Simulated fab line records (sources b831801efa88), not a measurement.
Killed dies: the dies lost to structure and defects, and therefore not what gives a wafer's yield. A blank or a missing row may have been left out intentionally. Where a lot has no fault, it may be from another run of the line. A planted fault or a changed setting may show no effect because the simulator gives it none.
The tool behind it: which one? || flow sky130 || 21 wafers from 7 lots sampled at 2 of the route's 708 steps

WHAT THE GAUGES SHOWED, per wafer
SKY_CAP2M_THK_MEAS_04: measures by xrf.
{"lot": "L522", "measured": "day 40 19:51", "on": "film_metro-04", "CAP2M_TIN_THK (nm)": "199.2 199.5 200.0"}
{"lot": "L523", "measured": "day 41 02:37", "on": "film_metro-04", "CAP2M_TIN_THK (nm)": "199.1 201.2 200.4"}
{"lot": "L526", "measured": "day 42 10:44", "on": "film_metro-04", "CAP2M_TIN_THK (nm)": "202.7 200.9 198.9"}
{"lot": "L527", "measured": "day 42 15:17", "on": "film_metro-04", "CAP2M_TIN_THK (nm)": "199.9 199.7 200.1"}
{"lot": "L534", "measured": "day 44 11:42", "on": "film_metro-01", "CAP2M_TIN_THK (nm)": "201.0 202.7 201.9"}
{"lot": "L535", "measured": "day 44 15:01", "on": "film_metro-04", "CAP2M_TIN_THK (nm)": "200.3 197.7 202.2"}
{"lot": "L540", "measured": "day 45 13:32", "on": "film_metro-01", "CAP2M_TIN_THK (nm)": "202.5 203.5 206.3"}

WHAT TOOL EACH LOT RAN ON (gives the tool, then ch and the chambers of the sampled wafers, and finally the start)
{"lot": "L522", "SKY_LI_CONTACT_SPUTTER_20": "pvd_sputter-02, day 30 09:37"}
{"lot": "L523", "SKY_LI_CONTACT_SPUTTER_20": "pvd_sputter-04, day 30 17:23"}
{"lot": "L526", "SKY_LI_CONTACT_SPUTTER_20": "pvd_sputter-02, day 32 04:23"}
{"lot": "L527", "SKY_LI_CONTACT_SPUTTER_20": "pvd_sputter-03, day 32 11:44"}
{"lot": "L534", "SKY_LI_CONTACT_SPUTTER_20": "pvd_sputter-03, day 34 13:54"}
{"lot": "L535", "SKY_LI_CONTACT_SPUTTER_20": "pvd_sputter-04, day 34 17:04"}
{"lot": "L540", "SKY_LI_CONTACT_SPUTTER_20": "pvd_sputter-03, day 35 20:37"}
- SKY_LI_CONTACT_SPUTTER_20: material TiN, target thk 20 nm, time 80 s.

THE ANSWER, worked out from the rows above alone
Rule: usual is defined by the lots themselves. The widest of any qualifying gaps counts: lots, ordered by their means at a reading, are off when they make up no more than a third of the lots, leave a main group of 4 or more, and stand apart from it by 3 or more times the standard deviation of that group's means. A main group is skipped when, at the precision printed for the reading in the tables above, its means are all equal. Also off: a lot with no number at a reading for which 4 or more lots have one. Where the step has rows for the other lots, those lots are counted as sound.
No lot is off at any reading shown: from this, nothing can be told.

WHAT THE SIMULATOR HAD PUT IN
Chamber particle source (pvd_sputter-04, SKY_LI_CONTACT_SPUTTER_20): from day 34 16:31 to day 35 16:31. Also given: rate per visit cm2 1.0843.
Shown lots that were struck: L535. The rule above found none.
